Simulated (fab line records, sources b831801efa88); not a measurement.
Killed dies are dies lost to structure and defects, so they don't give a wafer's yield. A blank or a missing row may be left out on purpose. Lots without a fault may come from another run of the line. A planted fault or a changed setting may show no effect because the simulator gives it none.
Chamber matching | flow gf180mcu | GF_MIM_CVD_05 on pecvd-01: 3 sister chambers
The step deposits Si3N4, target thk 42 nm, time 29.086 s. 14 wafers are shown with their chamber, then 7 later ones without.

WAFERS WITH THEIR CHAMBER
wafer  | chamber | rf_fwd_power_W (W) | heater_power_outer_w (W) | heater_power_w (W)
L791.2 | 1       | 448.3              | 414                      | 691
L791.4 | 0       | 437.7              | 333                      | 618
L791.6 | 2       | 443.7              | 349                      | 607
L792.2 | 2       | 443.0              | 399                      | 692
L792.3 | 0       | 440.3              | 388                      | 694
L792.6 | 2       | 443.9              | 396                      | 680
L796.3 | 2       | 442.6              | 380                      | 658
L796.5 | 2       | 441.7              | 373                      | 664
L796.6 | 1       | 446.1              | 354                      | 611
L798.2 | 1       | 444.2              | 378                      | 656
L798.5 | 1       | 445.8              | 389                      | 672
L798.6 | 0       | 440.4              | 362                      | 643
L804.1 | 1       | 446.9              | 365                      | 627
L804.3 | 0       | 441.0              | 322                      | 618

SIGNATURES (means of the wafers above)
reading              | chamber 0 | chamber 1 | chamber 2 | scatter within a chamber
rf_fwd_power_W       | 439.850   | 446.260   | 442.980   | 1.3
heater_power_outer_w | 351.25    | 380.00    | 379.40    | 24.2
heater_power_w       | 643.25    | 651.40    | 660.20    | 33.5
Rule: a wafer's distance from a chamber is the root of the sum, over the readings, of the square of ((its reading less the chamber's mean) divided by the reading's scatter). The wafer belongs to the nearest chamber; if the next one is less than 2 further off, it can't be placed. The scatter: the root of (the sum of the squares of (reading less its chamber's mean) over the shown wafers, divided by (wafers less chambers)).

WAFERS WITHOUT THEIR CHAMBER
wafer  | rf_fwd_power_W (W) | heater_power_outer_w (W) | heater_power_w (W)
L804.5 | 439.6              | 330                      | 641
L812.1 | 446.3              | 414                      | 668
L812.2 | 442.6              | 406                      | 689
L812.3 | 439.8              | 323                      | 604
L813.4 | 440.0              | 364                      | 668
L813.5 | 441.8              | 419                      | 698
L813.6 | 446.8              | 367                      | 623

WHICH CHAMBER EACH WENT THROUGH
wafer  | from the rows above          | in truth
L804.5 | 0                            | 0
L812.1 | can't be placed: 1 or 2      | 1
L812.2 | can't be placed: 2 or 1 or 0 | 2
L812.3 | 0                            | 0
L813.4 | can't be placed: 0 or 2      | 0
L813.5 | can't be placed: 2 or 0 or 1 | 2
L813.6 | 1                            | 1
Placed correctly: 3 of 7. Can't be placed from these rows: 4 (the true chamber is among the candidates in 4). Placed wrongly: 0.
